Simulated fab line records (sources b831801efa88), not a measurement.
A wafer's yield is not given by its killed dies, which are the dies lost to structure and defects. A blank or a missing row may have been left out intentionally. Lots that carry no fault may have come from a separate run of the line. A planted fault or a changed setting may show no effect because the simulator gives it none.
Struck lot and sound lot, side by side :: flow sky130 :: 16 out of 708 route steps
Sound: these wafers, L142.4, L142.5, L142.6. Wafers L133.1, L133.2, L133.6 were the ones struck. At the end, the cause is stated.
Order at every step that has rows: each side's tool, ch and its chambers, its first start. Under that, the readings that differ: sound wafers :: struck wafers :: difference of the means :: sigmas: that difference in standard deviations of wafers without a fault.
alike: words and numbers the same on both sides, and readings whose means are apart by under 2 such deviations; not compared: readings that were withheld, readings missing a value for some wafer, numbers with overlapping values and no deviation given by the record, and bounds like >300 which may hide the same value.
A row with sigmas, a row that says differs or no value, or rows on one side alone: a step with any of these is where the two part. When numbers do not overlap yet have no deviation, they are printed without sigmas and do not part them. Lack of a reading on every wafer of one side parts them only where that side has two or more wafers.

first, 3 steps without rows for these wafers: SKY_SONOS_TUNNEL_EXPOSE_04 (exposes mask TUNM, target cd 410 nm); SKY_SONOS_TUNNEL_PEB_05; SKY_SONOS_TUNNEL_DEVELOP_06 (develop time 60 s).
SKY_SONOS_TUNNEL_CD_MEAS_07 targets a cd of 410 nm.
  sound: cd sem-01 at day 17 20:54; struck: cd sem-01 at day 13 11:47
reading: cd nm (nm)
sound: 412.7 411.2 411.1
struck: 406.7 406.6 406.1
difference: -5.2
sigmas: -2
SKY_SONOS_TUNNEL_OVL_MEAS_08:
  sound: overlay-01 at day 17 20:59; struck: overlay-02 at day 13 11:55
  alike: SONOS_TUNNEL_OVL
then, 3 steps without rows for these wafers: SKY_SONOS_TUNNEL_IMPLANT_09; SKY_SONOS_TUNNEL_WET_ETCH_10 (etches SiO2 in dHF, target depth 14 nm, time 280 s); SKY_SONOS_TUNNEL_STRIP_11 (strips in SPM, time 600 s).
SKY_SONOS_TUNNEL_TW_MEAS_12:
  sound: film metro-03 at day 17 21:26; struck: film metro-04 at day 13 12:23
  alike: SONOS_TUNNEL_TW
then, 2 steps without rows for these wafers: SKY_SONOS_TUNNEL_CLEAN_13 (cleans in dHF, time 20 s); SKY_SONOS_ONO_OXIDATION_00 (stabilise 600 s, purge 300 s, target thk 2.6 nm).
SKY_SONOS_ONO_THK_MEAS_01:
  sound: film metro-03 at day 18 01:40; struck: film metro-02 at day 13 14:28
  alike: SONOS_ONO_OXIDATION_THK
SKY_SONOS_ONO_CVD_02: deposits Si3N4 from DCS/NH3, target thk 10.5 nm, time 180 s.
  sound on lpcvd-02 ch 1, day 18 06:46; struck on lpcvd-02 ch 1, day 13 15:29
reading: model.Si3N4_of_SONOS_ONO_CVD_02.thk nm (nm)
sound: 10.73 10.77 10.8
struck: 12.01 11.89 11.98
difference: +1.19
sigmas: 
  alike: susceptor temp C, zone power top pct
SKY_SONOS_ONO_THK_MEAS_03:
  sound: film metro-03 at day 18 08:22; struck: film metro-04 at day 13 16:32
reading: SONOS_ONO_CVD_02_THK (nm)
sound: 10.74 10.79 10.83
struck: 12.02 11.89 11.98
difference: +1.18
sigmas: +6
then, 1 step without rows for these wafers: SKY_SONOS_ONO_CVD_04 (deposits SiO2 from SiH4/N2O, target thk 5.7199 nm).
-- record jumps: 34 days separate the struck wafers' starts on either side; left off in module SONOS_ONO, taken up again in module PAD_OPEN, whose first shown step is the route's number 708 --
SKY_PAD_OPEN_PROBE_99:
  sound: prober-01 at day 50 07:38; struck: prober-01 at day 47 05:13
reading: killed at front end
sound: 13 7 13
struck: 18 23 19
difference: +9
sigmas: +2

reading: model.etest.sonos erased.drive ua um
sound: 157.7 186.8 187
struck: 144.2 127.4 101.5
difference: -52.8
sigmas: 

reading: model.etest.sonos uncharged.r on ohm um
sound: 797.2 808.3 810
struck: 855 862.4 859.5
difference: +54
sigmas: 

reading: model.etest.cap ono.gate log10 a cm2
sound: -7.831 -8.031 -7.911
struck: -9.272 -9.193 -9.266
difference: -1.319
sigmas: 

reading: model.etest.cap ono.gate bv v (V)
sound: 16.48 16.25 15.93
struck: 17.53 17.7 17.75
difference: +1.44
sigmas: 

reading: model.etest.sonos programmed.off log10 a um
sound: -13.92 -13.84 -13.93
struck: -12.24 -12.51 -12.64
difference: +1.43
sigmas: 

reading: model.etest.cap ono.tox acc nm (nm)
sound: 12.85 12.96 12.85
struck: 13.96 13.88 13.95
difference: +1.04
sigmas: 

reading: model.etest.sonos programmed.vt v (V)
sound: 1.446 1.445 1.476
struck: 0.7972 0.8317 0.8621
difference: -0.6253
sigmas: 

reading: model.etest.sonos erased.vt v (V)
sound: -2.263 -2.264 -2.298
struck: -1.761 -1.749 -1.681
difference: +0.545
sigmas: 
  alike: killed_at_M0_to_M3, killed_at_M4_up, killed at contacts, killed at other, killed dies, killed open, killed short

## WHERE THEY PART
At SKY_SONOS_TUNNEL_CD_MEAS_07 first; at SKY_PAD_OPEN_PROBE_99 last (within this record only).

WHY: what the simulator had put in
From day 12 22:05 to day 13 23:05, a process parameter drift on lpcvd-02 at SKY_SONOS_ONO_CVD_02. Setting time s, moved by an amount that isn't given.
